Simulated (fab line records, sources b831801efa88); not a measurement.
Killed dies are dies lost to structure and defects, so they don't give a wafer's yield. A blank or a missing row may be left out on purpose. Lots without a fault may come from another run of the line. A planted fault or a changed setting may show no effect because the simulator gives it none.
A struck lot beside a sound one | flow sky130 | 15 steps out of a route of 708
Sound: wafers L246.1, L246.2, L246.4. Struck: wafer L252.5. (L252.1, L252.2 of the same lot were not struck and are left out.) The cause comes at the end.
At each step with rows: each side's tool, then ch and its chambers, then its first start. Under that, the readings that differ: sound wafers | struck wafers | difference of the means | sigmas: that difference in standard deviations of wafers without a fault.
alike: readings whose means differ by less than 2 such deviations, and words and numbers that are the same on both sides. not compared: withheld readings, readings that some wafer has no value for, bounds like >300 that may hide the same value, and numbers for which the record gives no deviation and whose values overlap.
The two part at a step that has a row with sigmas, a row that says differs or no value, or rows on one side only. Numbers that don't overlap but have no deviation are shown without sigmas and don't part them. A reading that every wafer of one side lacks parts them only if that side has two wafers or more.

first, 3 steps without rows for these wafers: SKY_VIA2_STRIP_17 (strips in post etch residue remover, time 1200 s); SKY_VIA2_CLEAN_18 (cleans in IPA, time 180 s); SKY_VIA2_CLEAN_19 (cleans in O3/DIW).
SKY_VIA2_SPUTTER_20: material TiN, target thk 20 nm, time 80 s.
  sound on pvd_sputter-02, day 40 10:03; struck on pvd_sputter-01, day 42 02:42
  alike: chamber_pressure_pa, throttle_valve_pct
SKY_VIA2_CVD_21: deposits W, target thk 420 nm, time 126.4 s.
  sound on cvd_w-02 ch 0,1, day 40 10:07; struck on cvd_w-01 ch 1, day 42 02:46
  reading            | sound       | struck | difference | sigmas
  heater_power_w (W) | 883 899 923 | 712    | -190       | -2
SKY_VIA2_RS_MEAS_22: measures by four-point-probe.
  sound on film_metro-02, day 40 10:14; struck on film_metro-01, day 42 02:53
  alike: VIA2_W_RS
SKY_VIA2_THK_MEAS_23: measures by xrf.
  sound on film_metro-02, day 40 10:22; struck on film_metro-01, day 42 03:01
  alike: VIA2_W_THK
then, 1 step without rows for these wafers: SKY_VIA2_CMP_24 (polishes, stops on SiO2, t overpolish 20 s, target thk 0 nm).
SKY_METAL3_SPUTTER_00: material Ti, target thk 15 nm, time 10 s.
  sound on pvd_sputter-04, day 40 10:43; struck on pvd_sputter-04, day 42 03:22
  alike: chamber_pressure_pa, throttle_valve_pct
SKY_METAL3_SPUTTER_01: material TiN, target thk 20 nm, time 16.7 s.
  sound on pvd_sputter-04, day 40 10:44; struck on pvd_sputter-04, day 42 03:24
  alike: chamber_pressure_pa, throttle_valve_pct
then, 2 steps without rows for these wafers: SKY_METAL3_SPUTTER_02 (material AlCu, target thk 735 nm, time 39.1 s); SKY_METAL3_SPUTTER_03 (material Ti, target thk 5 nm, time 3.3 s).
SKY_METAL3_SPUTTER_04: material TiN, target thk 70 nm, time 58.3 s.
  sound on pvd_sputter-04, day 40 10:49; struck on pvd_sputter-04, day 42 03:29
  reading                  | sound                | struck | difference | sigmas
  chamber_pressure_pa (Pa) | 0.3990 0.4020 0.3997 | 0.3766 | -0.0236    | -30
  throttle_valve_pct (%)   | 29.0 29.9 28.8       | 30.8   | +1.6       | +2
SKY_CAPM_CVD_00: deposits SiO2, target thk 15.5 nm.
  sound on pecvd-04 ch 0,1,2, day 40 10:52; struck on pecvd-02 ch 2, day 42 03:32
  alike: heater_power_w, rf_fwd_power_W
-- the record jumps here: 8 days lie between the struck wafers' starts before and after (it left off in module CAPM and takes up again in module PAD_OPEN, whose first step shown is number 708 of the route) --
SKY_PAD_OPEN_PROBE_99:
  sound on prober-02, day 48 22:40; struck on prober-02, day 50 05:35
  alike: defect_limited_yield, killed_at_M0_to_M3, killed_at_M4_up, killed_at_contacts, killed_at_front_end, killed_at_other, killed_dies, killed_open, killed_short, sort_bin_3_pad_short, sort_bin_5_function, sort_bin_6_memory, sort_n_pass, sort_yield_pct

WHERE THEY PART
First at SKY_VIA2_CVD_21; last, within this record, at SKY_METAL3_SPUTTER_04. Later steps at which nothing parts them and some readings are alike: SKY_CAPM_CVD_00, SKY_PAD_OPEN_PROBE_99.

WHY: what the simulator had put in
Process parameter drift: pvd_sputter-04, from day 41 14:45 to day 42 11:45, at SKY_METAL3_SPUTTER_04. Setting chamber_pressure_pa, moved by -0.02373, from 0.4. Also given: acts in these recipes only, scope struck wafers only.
